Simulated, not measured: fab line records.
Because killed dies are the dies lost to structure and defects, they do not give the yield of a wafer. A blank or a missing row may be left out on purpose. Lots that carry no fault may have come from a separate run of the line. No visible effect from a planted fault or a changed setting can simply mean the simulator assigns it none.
fab line records | flow sky130 | part 1 of 2: steps 1 to 25 of 34
record: lots: 5 wafers: 15 lastDay: 50
route steps=708 shown LDD_P@262 LDD_HVN@267 LDD_HVP@278 LDD_LDN@289
lots untouched by any fault: they come from a run of this same line in which no faults occurred
startH: the number of hours between the record's first day and the start of the first shown wafer of the lot | waitH: time in hours since the lot's previous step | " repeats the value in the row above | L1.1+2: one row covering several wafers at once | - no value present, or no start provided | * or withheld: withheld | < > ~ a bound
route shown NAME@n: names a module that has steps shown in the file, with the first one's number in the route | usual: mean and standard deviation over wafers with no fault | same: alike in all rows | chamber/n: place in a boat | sites: per-site readings | _std_site: their standard deviation | _edge_site: outer sites' mean less inner sites' | radiusMm: how far each site lies from the wafer's centre | mask NAME#n: copy n | behind: the most recent tool/chamber to have shaped the wafer | hold: cause of the lot's hold/its duration in hours/its outcome | device: which transistor (n, p or np) failed to switch | end of line: the same wafers' tests at the end of the route | where a step has no rows: the recipe by itself | killed: at the first sort, the dies lost to defects and structure; wafer yield is something else | map: dies across one wafer; x = killed, . = not, _ = none there
set.NAME: the setting as run; set.NAME@STEP: as run at that earlier step | model.NAME: the simulator's own value behind a step, which no gauge read
lots seen at some steps along the route; tables by step, rows by wafer
services: the hour from which a tool's chamber was out of use, counted from the record's first day as startH (under 0 if before that day), plus the number of hours and why
== steps ==
step: SKY_LDD_P_CD_MEAS_07
recipe: targetCdNm: 380
usual: cdNm: 379.5/2.8
columns lot.wafer tool chamber startH waitH cdNm
L076.1 cdSem-01 - 453.91 0.1 378.7
L076.2 " - " " 378.1
L076.3 " - " " 377.5
L087.1 cdSem-02 - 555.48 0.1 384.2
L087.4 " - " " 384.4
L087.6 " - " " 385.4
L094.1 cdSem-01 - 622.36 0.1 382.3
L094.3 " - " " 379.9
L094.5 " - " " 381.7
L092.1 cdSem-02 - 623.78 0.1 380.7
L092.4 " - " " 381.0
L092.6 " - " " 382.9
L096.2 cdSem-01 - 623.94 0.1 380.7
L096.3 " - " " 384.0
L096.6 " - " " 381.1
step: SKY_LDD_P_OVL_MEAS_08
usual: LDD_P_OVL: 1.1/1.4
columns lot.wafer tool chamber startH waitH LDD_P_OVL[nm]
L076.1 overlay-01 - 454.03 0.1 0.7
L076.2 " - " " 1.0
L076.3 " - " " 1.5
L087.1 overlay-02 - 555.60 0.1 2.0
L087.4 " - " " 2.8
L087.6 " - " " 2.5
L094.1 overlay-01 - 622.48 0.1 0.9
L094.3 " - " " -0.6
L094.5 " - " " 0.6
L092.1 overlay-02 - 623.90 0.1 3.2
L092.4 " - " " 2.1
L092.6 " - " " 1.8
L096.2 overlay-01 - 624.05 0.1 2.9
L096.3 " - " " 2.6
L096.6 " - " " 4.1
step: SKY_LDD_P_IMPLANT_09
recipe: species: BF2 energyKev: 25 doseCm2: 1e+13 tiltDeg: withheld
usual: endStationPressureTorr: 5.03e-06/2.7e-07
columns lot.wafer tool chamber startH waitH endStationPressureTorr
L076.1 implanter-04 0 454.07 0.0 5.17e-06
L076.2 " 0 " " 4.91e-06
L076.3 " 0 " " 5.06e-06
L087.1 implanter-02 0 555.63 0.0 5.08e-06
L087.4 " 0 " " 4.64e-06
L087.6 " 0 " " 4.73e-06
L094.1 implanter-04 0 622.52 0.0 4.73e-06
L094.3 " 0 " " 4.89e-06
L094.5 " 0 " " 4.76e-06
L092.1 implanter-03 0 623.93 0.0 4.79e-06
L092.4 " 0 " " 4.86e-06
L092.6 " 0 " " 5.14e-06
L096.2 implanter-02 0 624.10 0.0 5.14e-06
L096.3 " 0 " " 4.95e-06
L096.6 " 0 " " 5.14e-06
step: SKY_LDD_P_STRIP_10
recipe: chemistry: O2/N2 powerW: 1400 pressureMtorr: 1500 platenTempC: withheld o2FlowSccm: 3000 n2FlowSccm: 300 overashFraction: 0.5
usual: drypumpMotorCurrentA: 5.9/0.42 oesProductAu: 0.715/0.0044 stripTimeToEndpointS: 14.21/0.038
columns lot.wafer tool chamber startH waitH drypumpMotorCurrentA oesProductAu rfHoursCounterH stripTimeToEndpointS
L076.1 plasmaAsher-03 0 454.22 0.1 6.1 0.713 64 14.26
L076.2 " 1 " " 5.1 0.713 64 14.22
L076.3 " 0 " " 6.1 0.708 - 14.22
L087.1 plasmaAsher-04 0 555.78 0.1 5.8 0.719 88 14.18
L087.4 " 0 " " 5.8 0.714 - 14.17
L087.6 " 0 " " 5.8 0.707 - 14.19
L094.1 plasmaAsher-01 1 622.67 0.1 5.5 0.716 52 14.18
L094.3 " 0 " " 6.6 0.715 - 14.24
L094.5 " 1 " " 5.4 0.711 - 14.18
L092.1 plasmaAsher-04 1 624.08 0.1 6.1 0.712 95 14.21
L092.4 " 1 " " 6.1 0.715 - 14.22
L092.6 " 1 " " 6.1 0.714 - 14.20
L096.2 plasmaAsher-03 1 624.23 0.1 5.1 0.719 79 14.21
L096.3 " 0 " " 6.1 0.713 - 14.19
L096.6 " 0 " " 6.1 0.722 - 14.13
step: SKY_LDD_P_TW_MEAS_11
usual: LDD_P_TW: 636/7.1
columns lot.wafer tool chamber startH waitH LDD_P_TW
L076.1 filmMetro-04 - 454.32 0.1 631
L076.2 " - " " 633
L076.3 " - " " 633
L087.1 filmMetro-01 - 555.88 0.1 640
L087.4 " - " " 639
L087.6 " - " " 642
L094.1 filmMetro-03 - 622.77 0.1 633
L094.3 " - " " 634
L094.5 " - " " 632
L092.1 filmMetro-04 - 624.18 0.1 629
L092.4 " - " " 631
L092.6 " - " " 629
L096.2 filmMetro-03 - 624.34 0.1 637
L096.3 " - " " 635
L096.6 " - " " 641
step: SKY_LDD_HVN_DEHYDRATE_00
recipe: tempC: 200 timeS: 60
usual: resistLineTempC: 23.00/0.11
columns lot.wafer tool chamber startH waitH resistLineTempC
L076.1 lithoTrack-04 0 469.13 14.8 23.07
L076.2 " 0 " " 23.03
L076.3 " 0 " " 23.04
L087.1 lithoTrack-04 0 570.53 14.6 23.00
L087.4 " 0 " " 23.02
L087.6 " 0 " " 22.99
L094.1 lithoTrack-01 0 636.55 13.8 23.23
L094.3 " 0 " " 23.10
L094.5 " 0 " " 23.16
L092.1 lithoTrack-02 0 638.22 14.0 23.12
L092.4 " 0 " " 22.96
L092.6 " 0 " " 23.08
L096.2 lithoTrack-01 0 638.42 14.1 22.83
L096.3 " 0 " " 22.75
L096.6 " 0 " " 22.82
step: SKY_LDD_HVN_HMDS_01
recipe: primeTimeS: 60 primeTempC: 120
usual: resistLineTempC: 23.01/0.12
same: primeTimeS: 60
columns lot.wafer tool chamber startH waitH resistLineTempC
L076.1 lithoTrack-04 0 469.28 0.1 22.94
L076.2 " 0 " " 23.13
L076.3 " 0 " " 23.14
L087.1 lithoTrack-04 0 570.68 0.1 23.04
L087.4 " 0 " " 23.00
L087.6 " 0 " " 22.93
L094.1 lithoTrack-01 0 636.70 0.1 23.08
L094.3 " 0 " " 23.01
L094.5 " 0 " " 23.12
L092.1 lithoTrack-02 0 638.37 0.1 22.90
L092.4 " 0 " " 22.90
L092.6 " 0 " " 22.82
L096.2 lithoTrack-01 0 638.57 0.1 22.96
L096.3 " 0 " " 22.92
L096.6 " 0 " " 22.86
step: SKY_LDD_HVN_COAT_02
recipe: resist: NOVOLAK spinRpm: 3000 resistThkNm: 300
usual: resistLineTempC: 23.01/0.13
columns lot.wafer tool chamber startH waitH resistLineTempC
L076.1 lithoTrack-04 0 469.43 0.1 22.92
L076.2 " 0 " " 22.99
L076.3 " 0 " " 22.99
L087.1 lithoTrack-04 0 570.83 0.1 23.03
L087.4 " 0 " " 23.17
L087.6 " 0 " " 23.11
L094.1 lithoTrack-01 0 636.85 0.1 22.99
L094.3 " 0 " " 23.06
L094.5 " 0 " " 23.03
L092.1 lithoTrack-02 0 638.52 0.1 23.11
L092.4 " 0 " " 23.23
L092.6 " 0 " " 23.23
L096.2 lithoTrack-01 0 638.72 0.1 22.96
L096.3 " 0 " " 23.10
L096.6 " 0 " " 22.91
step: SKY_LDD_HVN_SOFTBAKE_03
recipe: tempC: 90 timeS: 60 resist: NOVOLAK
usual: resistLineTempC: 23.01/0.096
columns lot.wafer tool chamber startH waitH resistLineTempC
L076.1 lithoTrack-04 0 469.58 0.1 22.97
L076.2 " 0 " " 23.12
L076.3 " 0 " " 22.98
L087.1 lithoTrack-04 0 570.98 0.1 23.07
L087.4 " 0 " " 23.07
L087.6 " 0 " " 23.05
L094.1 lithoTrack-01 0 637.00 0.1 22.94
L094.3 " 0 " " 22.81
L094.5 " 0 " " 22.84
L092.1 lithoTrack-02 0 638.67 0.1 22.92
L092.4 " 0 " " 22.97
L092.6 " 0 " " 22.81
L096.2 lithoTrack-01 0 638.87 0.1 23.03
L096.3 " 0 " " 23.05
L096.6 " 0 " " 22.95
step: SKY_LDD_HVN_EXPOSE_04
recipe: maskId: HVNTM na: 0.6 sourceShape: conventional sigmaOuter: 0.6 polarization: unpolarized targetCdNm: 700 doseMj: 127
usual: exposureDoseMJCm2: 127.00/0.12
columns lot.wafer tool chamber startH waitH mask exposureDoseMJCm2
L076.1 ilineStepper-02 0 - - HVNTM#0 126.84
L076.2 " 0 " " HVNTM#0 126.98
L076.3 " 0 " " HVNTM#0 127.03
L087.1 ilineStepper-01 0 - - HVNTM#0 126.74
L087.4 " 0 " " HVNTM#0 126.92
L087.6 " 0 " " HVNTM#0 126.88
L094.1 ilineStepper-01 0 - - HVNTM#0 126.96
L094.3 " 0 " " HVNTM#0 126.87
L094.5 " 0 " " HVNTM#0 127.07
L092.1 ilineStepper-01 0 - - HVNTM#0 127.01
L092.4 " 0 " " HVNTM#0 126.96
L092.6 " 0 " " HVNTM#0 126.91
L096.2 ilineStepper-02 0 - - HVNTM#0 126.97
L096.3 " 0 " " HVNTM#0 126.94
L096.6 " 0 " " HVNTM#0 127.03
step: SKY_LDD_HVN_PEB_05
recipe: tempC: withheld timeS: * resist: NOVOLAK
usual: resistLineTempC: *
columns lot.wafer tool chamber startH waitH resistLineTempC
L076.1 lithoTrack-04 0 - - *
L076.2 " 0 " " *
L076.3 " 0 " " *
L087.1 lithoTrack-04 0 - - *
L087.4 " 0 " " *
L087.6 " 0 " " *
L094.1 lithoTrack-01 0 - - *
L094.3 " 0 " " *
L094.5 " 0 " " *
L092.1 lithoTrack-01 0 - - *
L092.4 " 0 " " *
L092.6 " 0 " " *
L096.2 lithoTrack-02 0 - - *
L096.3 " 0 " " *
L096.6 " 0 " " *
step: SKY_LDD_HVN_DEVELOP_06
recipe: resist: NOVOLAK developer: TMAH developTimeS: 60 devTempC: 23
usual: resistLineTempC: 22.99/0.11
columns lot.wafer tool chamber startH waitH resistLineTempC
L076.1 lithoTrack-04 0 484.98 0.1 23.03
L076.2 " 0 " " 23.06
L076.3 " 0 " " 22.93
L087.1 lithoTrack-04 0 586.28 0.1 22.93
L087.4 " 0 " " 23.04
L087.6 " 0 " " 22.84
L094.1 lithoTrack-01 0 651.20 0.1 22.99
L094.3 " 0 " " 22.99
L094.5 " 0 " " 23.13
L092.1 lithoTrack-01 0 653.10 0.1 22.88
L092.4 " 0 " " 22.94
L092.6 " 0 " " 23.05
L096.2 lithoTrack-02 0 653.20 0.1 23.03
L096.3 " 0 " " 23.04
L096.6 " 0 " " 23.05
step: SKY_LDD_HVN_OVL_MEAS_07
usual: LDD_HVN_OVL: 0.3/1.6
columns lot.wafer tool chamber startH waitH LDD_HVN_OVL[nm]
L076.1 overlay-01 - 485.13 0.1 -1.3
L076.2 " - " " -2.0
L076.3 " - " " -2.3
L087.1 overlay-01 - 586.43 0.1 0.4
L087.4 " - " " 0.6
L087.6 " - " " 0.3
L094.1 overlay-02 - 651.35 0.1 0.3
L094.3 " - " " 0.6
L094.5 " - " " 1.3
L092.1 overlay-02 - 653.25 0.1 0.9
L092.4 " - " " 1.7
L092.6 " - " " 2.4
L096.2 overlay-01 - 653.33 0.1 -0.8
L096.3 " - " " -0.2
L096.6 " - " " 1.8
step: SKY_LDD_HVN_IMPLANT_08
recipe: species: P energyKev: 60 doseCm2: 3e+13 tiltDeg: 40
usual: endStationPressureTorr: 5.16e-06/2.7e-07
columns lot.wafer tool chamber startH waitH endStationPressureTorr
L076.1 implanter-04 0 485.16 0.0 5.37e-06
L076.2 " 0 " " 5e-06
L076.3 " 0 " " 5.07e-06
L087.1 implanter-01 0 586.46 0.0 5.18e-06
L087.4 " 0 " " 5.51e-06
L087.6 " 0 " " 5.17e-06
L094.1 implanter-01 0 651.38 0.0 5.58e-06
L094.3 " 0 " " 5.2e-06
L094.5 " 0 " " 5.23e-06
L092.1 implanter-03 0 653.28 0.0 4.87e-06
L092.4 " 0 " " 5.29e-06
L092.6 " 0 " " 4.63e-06
L096.2 implanter-04 0 653.38 0.0 5.32e-06
L096.3 " 0 " " 5.3e-06
L096.6 " 0 " " 4.71e-06
step: SKY_LDD_HVN_STRIP_09
recipe: chemistry: O2/N2 powerW: 1400 pressureMtorr: 1500 platenTempC: withheld o2FlowSccm: 3000 n2FlowSccm: 300 overashFraction: 0.5
usual: drypumpMotorCurrentA: 5.6/0.46 oesProductAu: 0.408/0.0046 stripTimeToEndpointS: 4.141/0.014
columns lot.wafer tool chamber startH waitH drypumpMotorCurrentA oesProductAu rfHoursCounterH stripTimeToEndpointS
L076.1 plasmaAsher-04 0 485.31 0.1 5.8 0.404 79 4.134
L076.2 " 1 " " 6.1 0.403 79 4.128
L076.3 " 0 " " 5.7 0.405 - 4.125
L087.1 plasmaAsher-04 1 586.61 0.1 6.1 0.405 91 4.144
L087.4 " 1 " " 6.1 0.405 - 4.149
L087.6 " 0 " " 5.8 0.407 - 4.149
L094.1 plasmaAsher-03 0 651.53 0.1 6.1 0.411 82 4.153
L094.3 " 1 " " 5.1 0.406 - 4.140
L094.5 " 0 " " 6.1 0.411 - 4.162
L092.1 plasmaAsher-02 0 653.43 0.1 4.9 0.415 17 4.141
L092.4 " 1 " " 5.6 0.413 - 4.132
L092.6 " 0 " " 4.9 0.413 - 4.146
L096.2 plasmaAsher-04 0 653.51 0.1 5.7 0.403 99 4.139
L096.3 " 0 " " 5.7 0.406 - 4.140
L096.6 " 1 " " 6.1 0.405 - 4.172
step: SKY_LDD_HVN_TW_MEAS_10
usual: LDD_HVN_TW: 1432/13
columns lot.wafer tool chamber startH waitH LDD_HVN_TW
L076.1 filmMetro-02 - 485.41 0.1 1427
L076.2 " - " " 1441
L076.3 " - " " 1428
L087.1 filmMetro-02 - 586.71 0.1 1435
L087.4 " - " " 1430
L087.6 " - " " 1433
L094.1 filmMetro-02 - 651.63 0.1 1433
L094.3 " - " " 1431
L094.5 " - " " 1443
L092.1 filmMetro-04 - 653.53 0.1 1417
L092.4 " - " " 1418
L092.6 " - " " 1417
L096.2 filmMetro-02 - 653.62 0.1 1440
L096.3 " - " " 1440
L096.6 " - " " 1448
step: SKY_LDD_HVP_DEHYDRATE_00
recipe: tempC: 200 timeS: 60
usual: resistLineTempC: 23.00/0.098
columns lot.wafer tool chamber startH waitH resistLineTempC
L076.1 lithoTrack-01 0 499.90 14.5 23.04
L076.2 " 0 " " 23.14
L076.3 " 0 " " 23.19
L087.1 lithoTrack-01 0 600.60 13.9 23.06
L087.4 " 0 " " 23.02
L087.6 " 0 " " 23.03
L094.1 lithoTrack-01 0 665.20 13.6 22.93
L094.3 " 0 " " 22.88
L094.5 " 0 " " 22.94
L092.1 lithoTrack-03 0 667.01 13.5 23.01
L092.4 " 0 " " 23.03
L092.6 " 0 " " 23.02
L096.2 lithoTrack-04 0 667.20 13.6 22.93
L096.3 " 0 " " 23.08
L096.6 " 0 " " 23.10
step: SKY_LDD_HVP_HMDS_01
recipe: primeTimeS: 60 primeTempC: 120
usual: resistLineTempC: 22.98/0.097
same: primeTimeS: 60
columns lot.wafer tool chamber startH waitH resistLineTempC
L076.1 lithoTrack-01 0 500.05 0.1 23.12
L076.2 " 0 " " 23.11
L076.3 " 0 " " 22.98
L087.1 lithoTrack-01 0 600.75 0.1 22.93
L087.4 " 0 " " 23.02
L087.6 " 0 " " 22.92
L094.1 lithoTrack-01 0 665.35 0.1 22.93
L094.3 " 0 " " 23.12
L094.5 " 0 " " 22.97
L092.1 lithoTrack-03 0 667.16 0.1 22.94
L092.4 " 0 " " 23.00
L092.6 " 0 " " 23.01
L096.2 lithoTrack-04 0 667.35 0.1 22.92
L096.3 " 0 " " 22.86
L096.6 " 0 " " 22.98
step: SKY_LDD_HVP_COAT_02
recipe: resist: NOVOLAK spinRpm: 3000 resistThkNm: 300
usual: resistLineTempC: 23.00/0.11
columns lot.wafer tool chamber startH waitH resistLineTempC
L076.1 lithoTrack-01 0 500.20 0.1 23.15
L076.2 " 0 " " 23.25
L076.3 " 0 " " 23.02
L087.1 lithoTrack-01 0 600.90 0.1 22.81
L087.4 " 0 " " 23.07
L087.6 " 0 " " 22.96
L094.1 lithoTrack-01 0 665.50 0.1 23.12
L094.3 " 0 " " 23.07
L094.5 " 0 " " 23.06
L092.1 lithoTrack-03 0 667.31 0.1 22.86
L092.4 " 0 " " 22.91
L092.6 " 0 " " 23.03
L096.2 lithoTrack-04 0 667.50 0.1 23.11
L096.3 " 0 " " 23.09
L096.6 " 0 " " 23.23
step: SKY_LDD_HVP_SOFTBAKE_03
recipe: tempC: 90 timeS: 60 resist: NOVOLAK
usual: resistLineTempC: 22.98/0.12
columns lot.wafer tool chamber startH waitH resistLineTempC
L076.1 lithoTrack-01 0 500.35 0.1 22.78
L076.2 " 0 " " 22.96
L076.3 " 0 " " 22.95
L087.1 lithoTrack-01 0 601.05 0.1 22.96
L087.4 " 0 " " 23.04
L087.6 " 0 " " 22.95
L094.1 lithoTrack-01 0 665.65 0.1 23.06
L094.3 " 0 " " 22.92
L094.5 " 0 " " 22.93
L092.1 lithoTrack-03 0 667.46 0.1 22.92
L092.4 " 0 " " 22.95
L092.6 " 0 " " 23.03
L096.2 lithoTrack-04 0 667.65 0.1 22.79
L096.3 " 0 " " 23.00
L096.6 " 0 " " 23.13
step: SKY_LDD_HVP_EXPOSE_04
recipe: maskId: HVPTM na: 0.6 sourceShape: conventional sigmaOuter: 0.6 polarization: unpolarized targetCdNm: 700 doseMj: 86
usual: exposureDoseMJCm2: 86.00/0.081
columns lot.wafer tool chamber startH waitH mask exposureDoseMJCm2
L076.1 ilineStepper-02 0 - - HVPTM#0 86.06
L076.2 " 0 " " HVPTM#0 85.96
L076.3 " 0 " " HVPTM#0 85.93
L087.1 ilineStepper-01 0 - - HVPTM#0 85.94
L087.4 " 0 " " HVPTM#0 85.95
L087.6 " 0 " " HVPTM#0 86.09
L094.1 ilineStepper-01 0 - - HVPTM#0 85.94
L094.3 " 0 " " HVPTM#0 86.07
L094.5 " 0 " " HVPTM#0 86.11
L092.1 ilineStepper-01 0 - - HVPTM#0 85.87
L092.4 " 0 " " HVPTM#0 85.91
L092.6 " 0 " " HVPTM#0 86.00
L096.2 ilineStepper-01 0 - - HVPTM#0 85.95
L096.3 " 0 " " HVPTM#0 86.19
L096.6 " 0 " " HVPTM#0 86.07
step: SKY_LDD_HVP_PEB_05
recipe: tempC: withheld timeS: * resist: NOVOLAK
usual: resistLineTempC: *
columns lot.wafer tool chamber startH waitH resistLineTempC
L076.1 lithoTrack-03 0 - - *
L076.2 " 0 " " *
L076.3 " 0 " " *
L087.1 lithoTrack-01 0 - - *
L087.4 " 0 " " *
L087.6 " 0 " " *
L094.1 lithoTrack-03 0 - - *
L094.3 " 0 " " *
L094.5 " 0 " " *
L092.1 lithoTrack-03 0 - - *
L092.4 " 0 " " *
L092.6 " 0 " " *
L096.2 lithoTrack-04 0 - - *
L096.3 " 0 " " *
L096.6 " 0 " " *
step: SKY_LDD_HVP_DEVELOP_06
recipe: resist: NOVOLAK developer: TMAH developTimeS: 60 devTempC: 23
usual: resistLineTempC: 23.00/0.11
columns lot.wafer tool chamber startH waitH resistLineTempC
L076.1 lithoTrack-03 0 516.51 0.1 22.94
L076.2 " 0 " " 23.01
L076.3 " 0 " " 23.02
L087.1 lithoTrack-01 0 615.65 0.1 23.04
L087.4 " 0 " " 23.03
L087.6 " 0 " " 22.81
L094.1 lithoTrack-03 0 680.41 0.1 22.92
L094.3 " 0 " " 22.86
L094.5 " 0 " " 22.87
L092.1 lithoTrack-03 0 681.91 0.1 22.96
L092.4 " 0 " " 22.93
L092.6 " 0 " " 22.93
L096.2 lithoTrack-04 0 682.10 0.1 23.25
L096.3 " 0 " " 23.19
L096.6 " 0 " " 23.23
step: SKY_LDD_HVP_OVL_MEAS_07
usual: LDD_HVP_OVL: -0.2/1.5
columns lot.wafer tool chamber startH waitH LDD_HVP_OVL[nm]
L076.1 overlay-02 - 516.66 0.1 1.3
L076.2 " - " " -0.4
L076.3 " - " " 1.1
L087.1 overlay-02 - 615.80 0.1 0.8
L087.4 " - " " -0.6
L087.6 " - " " 1.2
L094.1 overlay-02 - 680.56 0.1 -2.4
L094.3 " - " " -4.0
L094.5 " - " " -3.9
L092.1 overlay-01 - 682.06 0.1 -0.3
L092.4 " - " " -0.8
L092.6 " - " " 1.0
L096.2 overlay-02 - 682.23 0.1 -1.0
L096.3 " - " " 0.7
L096.6 " - " " -1.4
step: SKY_LDD_HVP_IMPLANT_08
recipe: species: B energyKev: 20 doseCm2: 1.67e+13 tiltDeg: 17.9
usual: endStationPressureTorr: 5.05e-06/2.6e-07
columns lot.wafer tool chamber startH waitH endStationPressureTorr
L076.1 implanter-02 0 516.70 0.0 4.8e-06
L076.2 " 0 " " 5.16e-06
L076.3 " 0 " " 5.02e-06
L087.1 implanter-02 0 615.83 0.0 5.37e-06
L087.4 " 0 " " 5e-06
L087.6 " 0 " " 5.41e-06
L094.1 implanter-01 0 680.60 0.0 4.85e-06
L094.3 " 0 " " 4.91e-06
L094.5 " 0 " " 5.03e-06
L092.1 implanter-03 0 682.10 0.0 4.82e-06
L092.4 " 0 " " 5.02e-06
L092.6 " 0 " " 5.59e-06
L096.2 implanter-02 0 682.29 0.0 4.94e-06
L096.3 " 0 " " 4.98e-06
L096.6 " 0 " " 4.98e-06
